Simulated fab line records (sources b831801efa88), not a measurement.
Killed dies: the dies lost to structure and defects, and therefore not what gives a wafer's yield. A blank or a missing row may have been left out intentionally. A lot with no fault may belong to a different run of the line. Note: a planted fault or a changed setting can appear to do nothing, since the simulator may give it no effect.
Which tool did it? -- flow sky130 -- 9 lots with 27 wafers sampled at 4 steps, on a route of 708 steps

== WHAT EACH GAUGE READ, for each wafer ==
SKY_CAPM_RS_MEAS_03: measures by four-point-probe.
lot,measured,on,CAPM_TIN_RS (ohm/sq)
L398,day 37 12:58,film metro-02,6.84 6.84 6.83
L399,day 37 13:40,film metro-02,6.89 6.84 6.88
L403,day 38 16:46,film metro-03,6.80 6.87 6.85
L411,day 41 03:35,film metro-02,5.94 6.79 6.03
L413,day 41 06:37,film metro-03,6.95 6.94 6.91
L412,day 41 06:16,film metro-04,6.91 6.94 6.91
L415,day 41 22:34,film metro-02,6.97 6.96 6.88
L418,day 42 07:56,film metro-03,6.83 6.86 6.85
L420,day 43 00:17,film metro-04,6.95 6.98 6.95

== WHAT TOOL EACH LOT RAN ON (gives the tool, then ch and the chambers of the sampled wafers, and finally the start) ==
lot,SKY_METAL1_DESCUM_17,SKY_METAL1_METAL_ETCH_19,SKY_CAPM_SPUTTER_02
L398,"rie metal-04 ch 0, day 33 23:16","rie metal-04 ch 0, day 33 23:27","pvd sputter-01, day 37 12:51"
L399,"rie metal-01 ch 0,1, day 34 00:06","rie metal-01 ch 0,1, day 34 00:11","pvd sputter-04, day 37 13:34"
L403,"rie metal-03 ch 0,1, day 35 05:27","rie metal-03 ch 0,1, day 35 05:32","pvd sputter-01, day 38 16:40"
L411,"rie metal-01 ch 0, day 37 19:40","rie metal-01 ch 0, day 37 19:51","pvd sputter-01, day 41 03:28"
L413,"rie metal-01 ch 0, day 37 21:17","rie metal-01 ch 0, day 37 21:31","pvd sputter-04, day 41 06:27"
L412,"rie metal-03 ch 0,1, day 37 21:37","rie metal-03 ch 0,1, day 37 21:42","pvd sputter-04, day 41 06:08"
L415,"rie metal-01 ch 0, day 38 16:29","rie metal-01 ch 0, day 38 16:43","pvd sputter-04, day 41 22:25"
L418,"rie metal-01 ch 0, day 39 02:37","rie metal-01 ch 0, day 39 02:42","pvd sputter-03, day 42 07:49"
L420,"rie metal-03 ch 0,1, day 39 19:04","rie metal-03 ch 0,1, day 39 19:09","pvd sputter-04, day 43 00:10"
- SKY_METAL1_DESCUM_17: chemistry O2, time 8 s.
- SKY_METAL1_METAL_ETCH_19: etches the open film in Cl2/BCl3, stops on SiO2, target depth 360 nm, time 78 s.
- SKY_CAPM_SPUTTER_02: material TiN, target thk 200 nm, time 166.7 s.

== THE ANSWER, worked out from the rows above alone ==
Rule: the lots themselves supply what counts as usual. Put in order of their means at a reading, lots are off if they are a third of the lots or fewer, leave a main group of 4 or more, and stand apart from it by a gap of 3 or more times the standard deviation of the main group's means; of several such gaps the widest counts. A main group is skipped when, at the precision printed for the reading in the tables above, its means are all equal. Also off: a lot with no number at a reading for which 4 or more lots have one. All remaining lots with rows at the step are treated as sound.
Off: L411, at SKY_CAPM_RS_MEAS_03 (CAPM_TIN_RS). The main group: mean 6.89 ohm/sq, standard deviation 0.047.
If a tool, at a process step before that reading, ran all the lots that are off and no sound lot after the first of them, it fits. Those tools and the gauges at SKY_CAPM_RS_MEAS_03 are tried in the same way. One fits: pvd sputter-01 at SKY_CAPM_SPUTTER_02. Its last sound lot is L403 (day 38 16:40), its first lot that is off L411 (day 41 03:28): a fault that began between those two fits.

== WHAT THE SIMULATOR HAD INSERTED ==
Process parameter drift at SKY_CAPM_SPUTTER_02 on pvd sputter-01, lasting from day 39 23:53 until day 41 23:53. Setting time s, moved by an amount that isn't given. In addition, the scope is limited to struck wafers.
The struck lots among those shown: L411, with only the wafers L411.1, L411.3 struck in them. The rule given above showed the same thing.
